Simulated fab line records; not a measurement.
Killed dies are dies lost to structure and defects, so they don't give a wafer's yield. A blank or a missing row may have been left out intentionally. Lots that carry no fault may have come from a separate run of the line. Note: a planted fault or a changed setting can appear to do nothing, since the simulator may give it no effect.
Which tool did it?    flow gf180mcu    Sampling: 14 lots, 42 wafers, 3 of 602 route steps

WHAT EACH GAUGE READ, for each wafer
GF_M1_THK_MEAS_06: measures by xrf. Usual: M1_ALCU_THK gives 452 nm (standard deviation 6.2).
lot   measured      on             M1_ALCU_THK (nm)  flag
L388  day 15 20:47  film-metro-01  448 451 450       
L389  day 16 00:07  film-metro-01  462 458 456       
L392  day 17 02:40  film-metro-01  450 452 448       
L396  day 19 03:03  film-metro-03  453 451 445       
L402  day 21 15:58  film-metro-03  452 451 449       
L403  day 22 10:52  film-metro-01  459 464 462       
L406  day 23 01:43  film-metro-01  443 441 442       
L407  day 23 10:58  film-metro-01  453 447 446       
L410  day 23 22:49  film-metro-03  456 457 464       
L409  day 24 03:02  film-metro-02  463 456 463       
L411  day 24 14:57  film-metro-01  459 455 463       

GF_V3_OVL_MEAS_15. Usual: V3_OVL gives -1 nm (standard deviation 6).
lot   measured      on          V3_OVL (nm)  flag
L388  day 21 23:11  overlay-01  2 -2 -3      
L389  day 22 03:50  overlay-01  -10 -8 -2    
L392  day 23 07:51  overlay-02  -1 6 2       
L396  day 25 06:38  overlay-01  -6 -4 -2     
L402  day 27 11:26  overlay-02  -2 0 -4      
L403  day 28 04:32  overlay-02  2 -1 1       
L406  day 28 14:17  overlay-02  -6 -7 -7     
L407  day 29 00:02  overlay-02  -8 2 1       
L410  day 29 09:23  overlay-02  2 6 -1       
L409  day 29 12:03  overlay-01  -6 -13 -8    
L411  day 29 23:44  overlay-01  4 2 4        

WHICH TOOL RAN EACH LOT (tool, then ch and the chambers of the sampled wafers, then the start)
lot   GF_VT_IMPLANT_STRIP_42
L388  plasma-asher-02 ch 0,1, day 7 07:00
L389  plasma-asher-02 ch 0,1, day 7 11:33
L392  plasma-asher-03 ch 0,1, day 8 07:47
L393  plasma-asher-02 ch 0,1, day 8 15:30
L394  plasma-asher-04 ch 0,1, day 8 22:33
L395  plasma-asher-03 ch 0,1, day 9 07:15
L396  plasma-asher-04 ch 0,1, day 9 17:57
L402  plasma-asher-02 ch 1, day 11 17:03
L403  plasma-asher-04 ch 0,1, day 12 07:39
L406  plasma-asher-04 ch 0,1, day 13 00:22
L407  plasma-asher-02 ch 0,1, day 13 06:21
L410  plasma-asher-02 ch 0,1, day 13 15:33
L409  plasma-asher-03 ch 0,1, day 13 16:50
L411  plasma-asher-03 ch 0,1, day 14 08:39
- GF_VT_IMPLANT_STRIP_42: strips in O2/N2.

AS READ BY THE TOOLS THEMSELVES (means over the sampled wafers that have a number; for cases with no such wafer, the mark the record gives instead)
GF_VT_IMPLANT_STRIP_42. Usual: chamber-pressure-mTorr 1500.0 mTorr, standard deviation 1.4; drypump-motor-current-A 5.5 A, standard deviation 0.44; heater-power-w 334 W, standard deviation 26; oes-product-au 0.716 a.u., standard deviation 0.0045; strip-time-to-endpoint-s 12.64 s, standard deviation 0.033.
lot   tool             chamber-pressure-mTorr (mTorr)  drypump-motor-current-A (A)  heater-power-w (W)  oes-product-au (a.u.)  strip-time-to-endpoint-s (s)  flag
L388  plasma-asher-02  1498.7                          5.3                          331                 0.719                  12.65                         
L389  plasma-asher-02  1501.3                          5.3                          339                 0.715                  12.69                         
L392  plasma-asher-03  1500.6                          5.9                          320                 0.711                  12.61                         
L393  plasma-asher-02  -                               -                            -                   -                      -                             OFF
L394  plasma-asher-04  -                               -                            -                   -                      -                             OFF
L395  plasma-asher-03  -                               -                            -                   -                      -                             OFF
L396  plasma-asher-04  1500.7                          5.4                          350                 0.712                  12.62                         
L402  plasma-asher-02  1501.5                          5.6                          346                 0.716                  12.64                         
L403  plasma-asher-04  1500.6                          5.5                          327                 0.716                  12.68                         
L406  plasma-asher-04  1499.3                          5.4                          355                 0.712                  12.61                         
L407  plasma-asher-02  1499.1                          5.4                          335                 0.717                  12.67                         
L410  plasma-asher-02  1500.0                          5.3                          335                 0.718                  12.66                         
L409  plasma-asher-03  1501.0                          6.0                          350                 0.717                  12.70                         
L411  plasma-asher-03  1500.5                          6.0                          345                 0.715                  12.63                         

THE ANSWER, worked out from the rows above alone
Rule: take the mean of a lot's wafers that have a number; if it is more than 3 standard deviations from the usual mean, the lot is off. A lot without any number at a reading at which 4 lots or more have one is off too. The other lots that the step has rows for count as sound. After the gauges, taken in route order, come the tools' own readings; for these a lot's mean is taken, as printed above. At the first step where some lot is off, the reading lying furthest off is the one used; lots without a number count as furthest.
Off, at GF_VT_IMPLANT_STRIP_42 on chamber-pressure-mTorr: L393, L394, L395. Without a number there: L393, L394, L395.
A tool fits if, at that step or a process step before it, it ran every lot that is off, and no sound lot after the first of them. Not one of the candidates tried fits.

WHAT THE SIMULATOR HAD PUT IN
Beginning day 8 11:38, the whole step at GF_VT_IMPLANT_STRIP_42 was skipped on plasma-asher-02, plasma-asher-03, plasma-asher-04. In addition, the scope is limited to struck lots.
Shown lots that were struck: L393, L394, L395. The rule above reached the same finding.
